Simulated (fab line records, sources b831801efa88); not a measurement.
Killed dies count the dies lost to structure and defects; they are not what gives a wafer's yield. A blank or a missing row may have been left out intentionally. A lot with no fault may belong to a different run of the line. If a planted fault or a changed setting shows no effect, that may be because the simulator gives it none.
A lot that was struck, set against a sound lot + flow gf180mcu + 33 steps out of a route of 602
Sound: the wafers L342.1, L342.4, L342.6. The struck wafers were L349.1, L349.2, L349.4. The cause is given at the end.
Order at every step that has rows: each side's tool, ch and its chambers, its first start. Under that, the readings that differ: sound wafers + struck wafers + difference of the means + sigmas: that difference in standard deviations of wafers without a fault.
alike: readings with means less than 2 such deviations apart, plus words and numbers identical on both sides. not compared: withheld readings, readings lacking a value on some wafer, bounds such as >300 that could conceal the same value, and numbers that have no deviation in the record and whose values overlap.
The two part at a step that has a row with sigmas, a row that says differs or no value, or rows on one side only. Numbers that don't overlap but have no deviation are shown without sigmas and don't part them. A reading that every wafer of one side lacks parts them only if that side has two wafers or more.

first, 2 steps without rows for these wafers: GF_M4_PEB_12 (peb time 90 s); GF_M4_DEVELOP_13 (develop time 60 s).
GF_M4_CD_MEAS_14: target cd 280 nm.
  struck on cdSem-01, day 26 16:31; sound on cdSem-02, day 23 08:07
  alike: cdNm
GF_M4_OVL_MEAS_15:
  struck on overlay-02, day 26 16:38; sound on overlay-02, day 23 08:14
  alike: M4_OVL
GF_M4_METAL_ETCH_16: etches the open film in Cl2/BCl3, stops on SiO2, target depth 627.5 nm, time 104.6 s.
  sound on rieMetal-02 ch 0,1, day 23 08:17; struck on rieMetal-04 ch 0,1, day 26 16:40
  alike: drypumpMotorCurrentA, oesProductAu, throttleValvePct
  not compared: rfHoursCounterH
GF_M4_STRIP_17: strips in O2/N2.
  sound on plasmaAsher-03 ch 0,1, day 23 08:23; struck on plasmaAsher-01 ch 0,1, day 26 16:47
  alike: drypumpMotorCurrentA, heaterPowerW, oesProductAu, stripTimeToEndpointS
  not compared: rfHoursCounterH
then, 3 steps without rows for these wafers: GF_M4_STRIP_18 (strips in post etch residue remover, time 1200 s); GF_M4_CLEAN_19 (cleans in DIW); GF_V4_CVD_00 (deposits SiO2, target thk 600 nm, time 100 s).
GF_V4_THK_MEAS_01:
  struck on filmMetro-01, day 26 17:27; sound on filmMetro-01, day 23 09:00
  alike: V4_CVD_00_THK
GF_V4_CVD_02: deposits SiO2 from TEOS, target thk 850 nm, time 94.851 s.
  sound on pecvd-04 ch 0,1,2, day 23 09:04; struck on pecvd-04 ch 1,2, day 26 17:31
  alike: heaterPowerW
GF_V4_THK_MEAS_03:
  struck on filmMetro-01, day 26 17:35; sound on filmMetro-02, day 23 09:08
| reading            | sound       | struck      | difference | sigmas |
|--------------------|-------------|-------------|------------|--------|
| V4_CVD_02_THK (nm) | 861 871 871 | 840 844 855 | -21        | -2     |
GF_V4_CMP_04: polishes SiO2.
  sound on cmp-01 ch 0,2,3, day 23 09:14; struck on cmp-02 ch 0,1,3, day 26 17:50
  no value came back on the struck wafers for edgeZonePressureFrac, headPressurePsi (psi), motorCurrentA (A), timeToEndpointS (s); on the sound wafers edgeZonePressureFrac reads 0.999 0.995 1.001
| reading                            | sound             | struck        | difference | sigmas |
|------------------------------------|-------------------|---------------|------------|--------|
| model.SiO2_of_V4_CVD_02.thkNm (nm) | 631.9 632.5 632.2 | 840 843 854.7 | +214       |        |
GF_V4_BOW_MEAS_05:
  struck on filmMetro-01, day 26 18:05; sound on filmMetro-01, day 23 09:29
  alike: V4_BOW
then, 8 steps without rows for these wafers: GF_V4_DEHYDRATE_06 (time 60 s); GF_V4_HMDS_07 (prime time 60 s); GF_V4_COAT_08; GF_V4_COAT_09 (resist thk 1000 nm); GF_V4_SOFTBAKE_10 (time 60 s); GF_V4_EXPOSE_11 (exposes mask Via4, target cd 260 nm); GF_V4_PEB_12 (peb time 90 s); GF_V4_DEVELOP_13 (develop time 60 s).
GF_V4_CD_MEAS_14: target cd 260 nm.
  struck on cdSem-02, day 27 14:10; sound on cdSem-01, day 24 08:13
  alike: cdNm
GF_V4_OVL_MEAS_15:
  struck on overlay-02, day 27 14:17; sound on overlay-01, day 24 08:20
  alike: V4_OVL
then, 1 step without rows for these wafers: GF_V4_ETCH_16 (etches BARC in N2/H2).
GF_V4_ETCH_17: etches SiO2 in C4F8/O2/Ar, stops on TiN, target depth 630 nm.
  sound: rieDiel-02 ch 2,3; struck: rieDiel-01 ch 2,3
| reading                      | sound             | struck            | difference | sigmas      |
|------------------------------|-------------------|-------------------|------------|-------------|
| oesProductAu (a.u.)          | 0.859 0.857 0.854 | 1.619 1.621 1.622 | +0.764     | +99 or more |
| model.V4.featureDepthNm (nm) | 631.9 632.5 632.2 | 822.2 818.3 816.1 | +186.7     |             |
| model.etch.depthNm (nm)      | 631.9 632.5 632.2 | 822.2 818.3 816.1 | +186.7     |             |
GF_V4_STRIP_18: strips in O2/N2.
  sound on plasmaAsher-04 ch 0,1, day 24 08:31; struck on plasmaAsher-03 ch 0,1, day 27 14:27
  alike: drypumpMotorCurrentA, heaterPowerW, oesProductAu
  not compared: rfHoursCounterH
then, 2 steps without rows for these wafers: GF_V4_STRIP_19 (strips in post etch residue remover, time 1200 s); GF_V4_CLEAN_20 (cleans in DIW).
GF_V4_SPUTTER_21: material Ti, target thk 15 nm, time 80.02 s.
  struck on pvdSputter-03, day 27 15:01; sound on pvdSputter-02, day 24 09:02
  alike: cathodeDcPowerW, throttleValvePct
then, 2 steps without rows for these wafers: GF_V4_SPUTTER_22 (material TiN, target thk 10 nm, time 40 s); GF_V4_CVD_23 (deposits W, target thk 350 nm, time 104.9 s).
GF_V4_CMP_26: polishes, stops on SiO2, t overpolish 15 s, target thk 0 nm.
  sound on cmp-02 ch 1,2, day 24 09:26; struck on cmp-02 ch 0,1,3, day 27 15:28
| reading                            | sound             | struck            | difference | sigmas |
|------------------------------------|-------------------|-------------------|------------|--------|
| model.SiO2_of_V4_CVD_02.thkNm (nm) | 628.1 628.7 628.4 | 836.2 839.2 850.9 | +213.7     |        |
  alike: edgeZonePressureFrac, headPressurePsi, motorCurrentA

WHERE THEY PART
Earliest at GF_V4_THK_MEAS_03; latest, in this record, at GF_V4_ETCH_17. Later steps at which nothing parts them and some readings are alike: GF_V4_STRIP_18, GF_V4_SPUTTER_21, GF_V4_CMP_26.

WHY: what the simulator had put in
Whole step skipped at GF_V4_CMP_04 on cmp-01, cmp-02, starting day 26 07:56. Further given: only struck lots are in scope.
